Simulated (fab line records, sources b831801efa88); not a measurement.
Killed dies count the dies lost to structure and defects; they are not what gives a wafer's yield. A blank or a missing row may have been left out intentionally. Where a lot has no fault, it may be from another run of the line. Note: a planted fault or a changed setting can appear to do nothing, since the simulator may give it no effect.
fab line records + flow sky130
record:
- lots: 15
- wafers: 45
- lastDay: 50
route steps=708 shown LDD_P@263 POLY_CUT@312 SD_P@323
lots that met no fault: from a run of the same line without faults
startH: hours from the record's first day to the start of the lot's first wafer shown + waitH: hours since the lot's step before + " as in the row above + L1.1+2: a single row standing in for several wafers + - no value, or no start given + * or withheld: withheld + < > ~ a bound
route shown NAME@n: a module of which the file shows steps, and the number in the route of the first + usual: average and standard deviation across the fault-free wafers + same: alike in all rows + chamber/n: place in a boat + sites: per-site readings + _std_site: standard deviation across them + _edge_site: the outer-site mean with the inner-site mean subtracted + radiusMm: how far each site lies from the wafer's centre + mask NAME#n: copy n + behind: tool/chamber where the wafer was last shaped + hold: cause of the lot's hold/its duration in hours/its outcome + device: the transistor (n, p or np) that didn't switch + end of line: tests of these same wafers at the route's end + where a step has no rows: the recipe by itself + killed: dies lost to structure and defects at the first sort, not the wafer's yield + map: a wafer's dies, marking killed ones x, the rest . and places with no die _
set.NAME: the setting as run; set.NAME@STEP: as run at that earlier step + model.NAME: the simulator's own value behind a step, which no gauge read
route steps across a sampled set of lots; one table per step, one row per wafer
services: the hour from which a tool's chamber was out of use, counted from the record's first day as startH (under 0 if before that day), plus the number of hours and why
== steps ==
step: SKY_LDD_P_OVL_MEAS_08
usual:
- LDD_P_OVL: -1.1/1.3
| lot.wafer | tool       | chamber | startH | waitH | LDD_P_OVL[nm] |
|-----------|------------|---------|--------|-------|---------------|
| L604.1    | overlay-01 | -       | 439.58 | 0.1   | -1.5          |
| L604.3    | "          | -       | "      | "     | -1.1          |
| L604.6    | "          | -       | "      | "     | 0.2           |
| L605.2    | overlay-01 | -       | 440.19 | 0.1   | -2.4          |
| L605.5    | "          | -       | "      | "     | -1.6          |
| L605.6    | "          | -       | "      | "     | -1.6          |
| L606.2    | overlay-01 | -       | 457.19 | 0.1   | 1.1           |
| L606.3    | "          | -       | "      | "     | 0.2           |
| L606.4    | "          | -       | "      | "     | 1.7           |
| L612.2    | overlay-01 | -       | 508.44 | 0.1   | 1.7           |
| L612.3    | "          | -       | "      | "     | 0.8           |
| L612.6    | "          | -       | "      | "     | -0.8          |
| L613.2    | overlay-01 | -       | 517.84 | 0.1   | -2.1          |
| L613.5    | "          | -       | "      | "     | -2.1          |
| L613.6    | "          | -       | "      | "     | -1.9          |
| L614.1    | overlay-02 | -       | 524.83 | 0.1   | -1.3          |
| L614.2    | "          | -       | "      | "     | -1.2          |
| L614.3    | "          | -       | "      | "     | -0.8          |
| L618.1    | overlay-02 | -       | 559.24 | 0.1   | 0.5           |
| L618.2    | "          | -       | "      | "     | -1.2          |
| L618.6    | "          | -       | "      | "     | -1.2          |
| L619.1    | overlay-01 | -       | 574.34 | 0.1   | -3.1          |
| L619.2    | "          | -       | "      | "     | -1.2          |
| L619.5    | "          | -       | "      | "     | -1.9          |
| L620.1    | overlay-01 | -       | 580.28 | 0.1   | -1.3          |
| L620.4    | "          | -       | "      | "     | -0.9          |
| L620.5    | "          | -       | "      | "     | -0.6          |
| L621.2    | overlay-01 | -       | 588.64 | 0.1   | 0.8           |
| L621.5    | "          | -       | "      | "     | 0.7           |
| L621.6    | "          | -       | "      | "     | 1.7           |
| L622.1    | overlay-02 | -       | 598.48 | 0.1   | -2.8          |
| L622.3    | "          | -       | "      | "     | -0.7          |
| L622.5    | "          | -       | "      | "     | -2.4          |
| L623.3    | overlay-01 | -       | 601.55 | 0.1   | -1.6          |
| L623.4    | "          | -       | "      | "     | -2.1          |
| L623.6    | "          | -       | "      | "     | -0.8          |
| L624.1    | overlay-01 | -       | 611.64 | 0.1   | -2.9          |
| L624.2    | "          | -       | "      | "     | -2.8          |
| L624.6    | "          | -       | "      | "     | -3.0          |
| L625.2    | overlay-01 | -       | 619.84 | 0.1   | -0.6          |
| L625.4    | "          | -       | "      | "     | -1.5          |
| L625.6    | "          | -       | "      | "     | -1.5          |
| L626.1    | overlay-02 | -       | 631.08 | 0.1   | -0.8          |
| L626.4    | "          | -       | "      | "     | -1.3          |
| L626.6    | "          | -       | "      | "     | -0.2          |
step: SKY_POLY_CUT_EXPOSE_05
recipe:
- maskId: NPCM
- na: 0.8
- sourceShape: annular
- sigmaInner: 0.55
- sigmaOuter: 0.85
- targetCdNm: 270
- doseMj: 32
usual:
- exposureDoseMJCm2: 32.00/0.032
- focusOffsetNm: 0.0/0.5
| lot.wafer | tool          | chamber | startH | waitH | mask   | exposureDoseMJCm2 | focusOffsetNm |
|-----------|---------------|---------|--------|-------|--------|-------------------|---------------|
| L604.1    | krfScanner-01 | 0       | 551.09 | -     | NPCM#0 | 32.00             | -0.5          |
| L604.3    | "             | 0       | "      | "     | NPCM#0 | 31.99             | -0.3          |
| L604.6    | "             | 0       | "      | "     | NPCM#0 | 31.98             | -0.5          |
| L605.2    | krfScanner-01 | 0       | 553.58 | -     | NPCM#0 | 32.03             | 0.4           |
| L605.5    | "             | 0       | "      | "     | NPCM#0 | 32.04             | 0.5           |
| L605.6    | "             | 0       | "      | "     | NPCM#0 | 32.08             | -0.1          |
| L606.2    | krfScanner-02 | 0       | 566.96 | -     | NPCM#0 | 32.00             | -0.1          |
| L606.3    | "             | 0       | "      | "     | NPCM#0 | 32.01             | 0.4           |
| L606.4    | "             | 0       | "      | "     | NPCM#0 | 32.02             | -0.2          |
| L612.2    | krfScanner-01 | -       | 617.53 | -     | NPCM#0 | -                 | -             |
| L612.3    | "             | -       | "      | "     | NPCM#0 | -                 | -             |
| L612.6    | "             | -       | "      | "     | NPCM#0 | -                 | -             |
| L613.2    | krfScanner-01 | -       | 625.34 | -     | NPCM#0 | -                 | -             |
| L613.5    | "             | -       | "      | "     | NPCM#0 | -                 | -             |
| L613.6    | "             | -       | "      | "     | NPCM#0 | -                 | -             |
| L614.1    | krfScanner-02 | -       | 633.89 | -     | NPCM#0 | -                 | -             |
| L614.2    | "             | -       | "      | "     | NPCM#0 | -                 | -             |
| L614.3    | "             | -       | "      | "     | NPCM#0 | -                 | -             |
| L618.1    | krfScanner-02 | 0       | 664.96 | -     | NPCM#0 | 31.99             | 0.0           |
| L618.2    | "             | 0       | "      | "     | NPCM#0 | 32.02             | -0.1          |
| L618.6    | "             | 0       | "      | "     | NPCM#0 | 32.07             | 0.3           |
| L619.1    | krfScanner-01 | 0       | 680.19 | -     | NPCM#0 | 31.96             | 0.3           |
| L619.2    | "             | 0       | "      | "     | NPCM#0 | 31.98             | 0.3           |
| L619.5    | "             | 0       | "      | "     | NPCM#0 | 31.99             | 0.5           |
| L620.1    | krfScanner-01 | 0       | 686.06 | -     | NPCM#0 | 32.00             | 0.9           |
| L620.4    | "             | 0       | "      | "     | NPCM#0 | 31.96             | -0.4          |
| L620.5    | "             | 0       | "      | "     | NPCM#0 | 31.98             | 0.1           |
| L621.2    | krfScanner-02 | 0       | 693.61 | -     | NPCM#0 | 31.98             | -0.1          |
| L621.5    | "             | 0       | "      | "     | NPCM#0 | 32.00             | 0.6           |
| L621.6    | "             | 0       | "      | "     | NPCM#0 | 31.98             | 0.3           |
| L622.1    | krfScanner-01 | 0       | 702.49 | -     | NPCM#0 | 32.02             | -0.4          |
| L622.3    | "             | 0       | "      | "     | NPCM#0 | 32.01             | 0.7           |
| L622.5    | "             | 0       | "      | "     | NPCM#0 | 32.02             | -0.4          |
| L623.3    | krfScanner-02 | 0       | 705.33 | -     | NPCM#0 | 31.99             | -0.2          |
| L623.4    | "             | 0       | "      | "     | NPCM#0 | 32.00             | -1.1          |
| L623.6    | "             | 0       | "      | "     | NPCM#0 | 32.00             | -0.5          |
| L624.1    | krfScanner-02 | 0       | 717.21 | -     | NPCM#0 | 31.99             | -0.1          |
| L624.2    | "             | 0       | "      | "     | NPCM#0 | 31.99             | -0.3          |
| L624.6    | "             | 0       | "      | "     | NPCM#0 | 31.95             | -0.4          |
| L625.2    | krfScanner-01 | 0       | 725.86 | -     | NPCM#0 | 31.98             | -0.4          |
| L625.4    | "             | 0       | "      | "     | NPCM#0 | 31.99             | 0.3           |
| L625.6    | "             | 0       | "      | "     | NPCM#0 | 32.02             | 0.1           |
| L626.1    | krfScanner-01 | 0       | 735.16 | -     | NPCM#0 | 31.96             | 0.9           |
| L626.4    | "             | 0       | "      | "     | NPCM#0 | 31.94             | 0.6           |
| L626.6    | "             | 0       | "      | "     | NPCM#0 | 31.92             | 0.0           |
step: SKY_POLY_CUT_STRIP_12
recipe:
- chemistry: O2/N2
- powerW: 1400
- pressureMtorr: 1500
- platenTempC: withheld
- o2FlowSccm: 3000
- n2FlowSccm: 300
- overashFraction: 0.5
usual:
- drypumpMotorCurrentA: 5.7/0.42
- oesProductAu: 0.453/0.0046
- stripTimeToEndpointS: 5.354/0.014
| lot.wafer | tool           | chamber | startH | waitH | drypumpMotorCurrentA | oesProductAu | rfHoursCounterH | stripTimeToEndpointS |
|-----------|----------------|---------|--------|-------|----------------------|--------------|-----------------|----------------------|
| L604.1    | plasmaAsher-02 | 0       | 566.50 | 0.0   | 5.8                  | 0.449        | 14              | 5.351                |
| L604.3    | "              | 1       | "      | "     | 4.9                  | 0.453        | -               | 5.357                |
| L604.6    | "              | 1       | "      | "     | 4.9                  | 0.451        | -               | 5.361                |
| L605.2    | plasmaAsher-02 | 1       | 568.35 | 0.0   | 4.9                  | 0.462        | 14              | 5.351                |
| L605.5    | "              | 1       | "      | "     | 4.9                  | 0.455        | -               | 5.352                |
| L605.6    | "              | 0       | "      | "     | 5.8                  | 0.447        | -               | 5.352                |
| L606.2    | plasmaAsher-04 | 0       | 582.55 | 0.0   | 6.1                  | 0.456        | 80              | 5.364                |
| L606.3    | "              | 0       | "      | "     | 6.1                  | 0.450        | -               | 5.358                |
| L606.4    | "              | 1       | "      | "     | 6.1                  | 0.447        | -               | 5.358                |
| L612.2    | plasmaAsher-04 | 0       | 631.80 | 0.0   | 6.1                  | 0.460        | 85              | 5.348                |
| L612.3    | "              | 0       | "      | "     | 6.1                  | 0.459        | -               | 5.370                |
| L612.6    | "              | 1       | "      | "     | 6.0                  | 0.454        | -               | 5.344                |
| L613.2    | plasmaAsher-03 | 0       | 640.01 | 0.0   | 5.6                  | 0.456        | 80              | 5.348                |
| L613.5    | "              | 0       | "      | "     | 5.6                  | 0.453        | -               | 5.357                |
| L613.6    | "              | 1       | "      | "     | 6.0                  | 0.454        | -               | 5.345                |
| L614.1    | plasmaAsher-02 | 0       | 648.90 | 0.0   | 5.8                  | 0.450        | 22              | 5.353                |
| L614.2    | "              | 1       | "      | "     | 4.9                  | 0.445        | 22              | 5.355                |
| L614.3    | "              | 1       | "      | "     | 4.9                  | 0.449        | -               | 5.351                |
| L618.1    | plasmaAsher-04 | 0       | 680.15 | 0.0   | 6.1                  | 0.454        | 90              | 5.349                |
| L618.2    | "              | 1       | "      | "     | 6.0                  | 0.440        | 90              | 5.338                |
| L618.6    | "              | 0       | "      | "     | 6.1                  | 0.455        | -               | 5.377                |
| L619.1    | plasmaAsher-03 | 0       | 694.15 | 0.0   | 5.5                  | 0.450        | 85              | 5.356                |
| L619.2    | "              | 1       | "      | "     | 5.9                  | 0.457        | 85              | 5.337                |
| L619.5    | "              | 1       | "      | "     | 6.0                  | 0.461        | -               | 5.330                |
| L620.1    | plasmaAsher-02 | 0       | 700.20 | 0.0   | 5.8                  | 0.452        | 28              | 5.339                |
| L620.4    | "              | 0       | "      | "     | 5.9                  | 0.451        | -               | 5.374                |
| L620.5    | "              | 0       | "      | "     | 5.9                  | 0.455        | -               | 5.346                |
| L621.2    | plasmaAsher-04 | 1       | 707.75 | 0.0   | 6.1                  | 0.456        | 92              | 5.372                |
| L621.5    | "              | 0       | "      | "     | 6.1                  | 0.453        | -               | 5.356                |
| L621.6    | "              | 1       | "      | "     | 6.1                  | 0.451        | -               | 5.368                |
| L622.1    | plasmaAsher-04 | 1       | 716.90 | 0.0   | 6.0                  | 0.451        | 93              | 5.355                |
| L622.3    | "              | 1       | "      | "     | 6.0                  | 0.456        | -               | 5.379                |
| L622.5    | "              | 1       | "      | "     | 6.0                  | 0.457        | -               | 5.403                |
| L623.3    | plasmaAsher-04 | 0       | 718.88 | 0.1   | 6.1                  | 0.449        | -               | 5.332                |
| L623.4    | "              | 1       | "      | "     | 6.0                  | 0.456        | -               | 5.343                |
| L623.6    | "              | 1       | "      | "     | 6.0                  | 0.452        | -               | 5.338                |
| L624.1    | plasmaAsher-04 | 1       | 731.31 | 0.0   | 6.0                  | 0.449        | 94              | 5.331                |
| L624.2    | "              | 0       | "      | "     | 6.1                  | 0.459        | 94              | 5.325                |
| L624.6    | "              | 1       | "      | "     | 6.1                  | 0.454        | -               | 5.332                |
| L625.2    | plasmaAsher-03 | 0       | 740.66 | 0.0   | 5.5                  | 0.448        | 90              | 5.342                |
| L625.4    | "              | 1       | "      | "     | 6.0                  | 0.460        | -               | 5.334                |
| L625.6    | "              | 1       | "      | "     | 5.9                  | 0.446        | -               | 5.341                |
| L626.1    | plasmaAsher-04 | 0       | 748.90 | 0.0   | 6.1                  | 0.456        | 1               | 5.339                |
| L626.4    | "              | 1       | "      | "     | 6.0                  | 0.457        | -               | 5.353                |
| L626.6    | "              | 1       | "      | "     | 6.0                  | 0.451        | -               | 5.359                |
step: SKY_SD_P_SOFTBAKE_03
recipe:
- tempC: 90
- timeS: 61.07
- resist: NOVOLAK
usual:
- plateSensorTCentreC: 90.757/0.01
- plateSensorTEdgeC: 90.830/0.0099
| lot.wafer | tool          | chamber | startH | waitH | plateSensorTCentreC | plateSensorTEdgeC |
|-----------|---------------|---------|--------|-------|---------------------|-------------------|
| L604.1    | lithoTrack-02 | 0       | 581.21 | 0.1   | 90.762              | 90.826            |
| L604.3    | "             | 0       | "      | "     | 90.757              | 90.833            |
| L604.6    | "             | 0       | "      | "     | 90.753              | 90.805            |
| L605.2    | lithoTrack-04 | 0       | 583.77 | 0.1   | 90.755              | 90.814            |
| L605.5    | "             | 0       | "      | "     | 90.754              | 90.817            |
| L605.6    | "             | 0       | "      | "     | 90.757              | 90.842            |
| L606.2    | lithoTrack-02 | 0       | 597.29 | 0.1   | 90.769              | 90.835            |
| L606.3    | "             | 0       | "      | "     | 90.745              | 90.818            |
| L606.4    | "             | 0       | "      | "     | 90.769              | 90.825            |
| L612.2    | lithoTrack-04 | 0       | 647.07 | 0.1   | 90.771              | 90.820            |
| L612.3    | "             | 0       | "      | "     | 90.777              | 90.808            |
| L612.6    | "             | 0       | "      | "     | 90.774              | 90.840            |
| L613.2    | lithoTrack-03 | 0       | 654.49 | 0.1   | 90.762              | 90.822            |
| L613.5    | "             | 0       | "      | "     | 90.772              | 90.817            |
| L613.6    | "             | 0       | "      | "     | 90.762              | 90.841            |
| L614.1    | lithoTrack-03 | 0       | 663.12 | 0.1   | 90.751              | 90.827            |
| L614.2    | "             | 0       | "      | "     | 90.764              | 90.832            |
| L614.3    | "             | 0       | "      | "     | 90.756              | 90.840            |
| L618.1    | lithoTrack-02 | 0       | 694.26 | 0.1   | 90.761              | 90.822            |
| L618.2    | "             | 0       | "      | "     | 90.767              | 90.840            |
| L618.6    | "             | 0       | "      | "     | 90.758              | 90.818            |
| L619.1    | lithoTrack-02 | 0       | 708.31 | 0.1   | 90.735              | 90.840            |
| L619.2    | "             | 0       | "      | "     | 90.760              | 90.821            |
| L619.5    | "             | 0       | "      | "     | 90.741              | 90.829            |
| L620.1    | lithoTrack-02 | 0       | 714.91 | 0.1   | 90.757              | 90.831            |
| L620.4    | "             | 0       | "      | "     | 90.741              | 90.818            |
| L620.5    | "             | 0       | "      | "     | 90.749              | 90.828            |
| L621.2    | lithoTrack-03 | 0       | 721.79 | 0.1   | 90.761              | 90.831            |
| L621.5    | "             | 0       | "      | "     | 90.749              | 90.833            |
| L621.6    | "             | 0       | "      | "     | 90.759              | 90.816            |
| L622.1    | lithoTrack-04 | 0       | 730.45 | 0.1   | 90.757              | 90.819            |
| L622.3    | "             | 0       | "      | "     | 90.761              | 90.860            |
| L622.5    | "             | 0       | "      | "     | 90.757              | 90.819            |
| L623.3    | lithoTrack-02 | 0       | 732.51 | 0.1   | 90.758              | 90.833            |
| L623.4    | "             | 0       | "      | "     | 90.753              | 90.822            |
| L623.6    | "             | 0       | "      | "     | 90.749              | 90.847            |
| L624.1    | lithoTrack-04 | 0       | 745.55 | 0.1   | 90.733              | 90.815            |
| L624.2    | "             | 0       | "      | "     | 90.773              | 90.828            |
| L624.6    | "             | 0       | "      | "     | 90.755              | 90.825            |
| L625.2    | lithoTrack-04 | 0       | 753.97 | 0.1   | 90.763              | 90.848            |
| L625.4    | "             | 0       | "      | "     | 90.754              | 90.844            |
| L625.6    | "             | 0       | "      | "     | 90.754              | 90.843            |
| L626.1    | lithoTrack-04 | 0       | 762.45 | 0.1   | 90.754              | 90.841            |
| L626.4    | "             | 0       | "      | "     | 90.752              | 90.848            |
| L626.6    | "             | 0       | "      | "     | 90.758              | 90.831            |
== services ==
| tool           | chamber | startH | hours | kind      |
|----------------|---------|--------|-------|-----------|
| plasmaAsher-03 | -       | 555.24 | 14.6  | pm        |
| krfScanner-02  | -       | 625.42 | 3.6   | pm        |
| krfScanner-01  | -       | 634.40 | 3.6   | pm        |
| krfScanner-01  | -       | 651.93 | 1.0   | pm        |
| plasmaAsher-04 | -       | 657.71 | 2.0   | repair    |
| krfScanner-02  | -       | 663.24 | 0.8   | pm        |
| krfScanner-01  | -       | 664.50 | 0.8   | pm        |
| plasmaAsher-03 | -       | 666.57 | 2.0   | repair    |
| krfScanner-01  | -       | 668.11 | 1.3   | pm        |
| plasmaAsher-03 | -       | 686.33 | 1.7   | repair    |
| plasmaAsher-04 | -       | 687.34 | 9.6   | repair    |
| krfScanner-02  | -       | 688.18 | 1.3   | pm        |
| krfScanner-02  | -       | 689.48 | 1.0   | pm        |
| krfScanner-02  | -       | 694.53 | 4.0   | pm        |
| plasmaAsher-02 | -       | 698.16 | 0.6   | repair    |
| plasmaAsher-02 | -       | 701.27 | 4.0   | pm        |
| plasmaAsher-04 | -       | 733.75 | 9.0   | pm        |
| plasmaAsher-04 | 0       | 733.75 | 9.0   | ventCycle |
| plasmaAsher-04 | 1       | 733.75 | 9.0   | ventCycle |
| plasmaAsher-04 | 0       | 742.75 | -     | clean     |
| plasmaAsher-04 | 1       | 742.75 | -     | clean     |
| plasmaAsher-04 | -       | 754.96 | 0.3   | repair    |
== key ==
firstSign:
- step: SKY_POLY_CUT_EXPOSE_05
- reading: toolRecord
- direction: missing
effect none on later readings
metAt SKY_POLY_CUT_EXPOSE_05
struckLots L612,L613,L614
laterRowsLeftOut L612.2,L612.3,L612.6,L613.2,L613.5,L613.6,L614.1,L614.2,L614.3
sortLeftOut L612.2,L612.3,L612.6,L613.2,L613.5,L613.6,L614.1,L614.2,L614.3
testerLeftOut L612,L613,L614
notActingAt SKY_LDD_P_OVL_MEAS_08,SKY_POLY_CUT_STRIP_12,SKY_SD_P_SOFTBAKE_03
onsetBetween 566.96 617.53
fault:
- kind: skippedStepWhole
- tool: krfScanner-01,krfScanner-02
- chamber: -
- onsetH: 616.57
- steps: SKY_POLY_CUT_EXPOSE_05
- scope: struckLotsOnly
testerLeftOut: of these lots the tester's yield and bins aren't shown, on N5 and GAA mostly nor the transistor test; their killed dies are dies lost to structure and defects alone, not to doping, threshold or leakage, so they don't give the yield
sortLeftOut: the simulated sort isn't trusted on such a fault, so these wafers' sort isn't shown, and their yield isn't known
laterRowsLeftOut: the simulator's readings of these wafers behind a module that went badly wrong aren't trusted and aren't shown, but for the sort
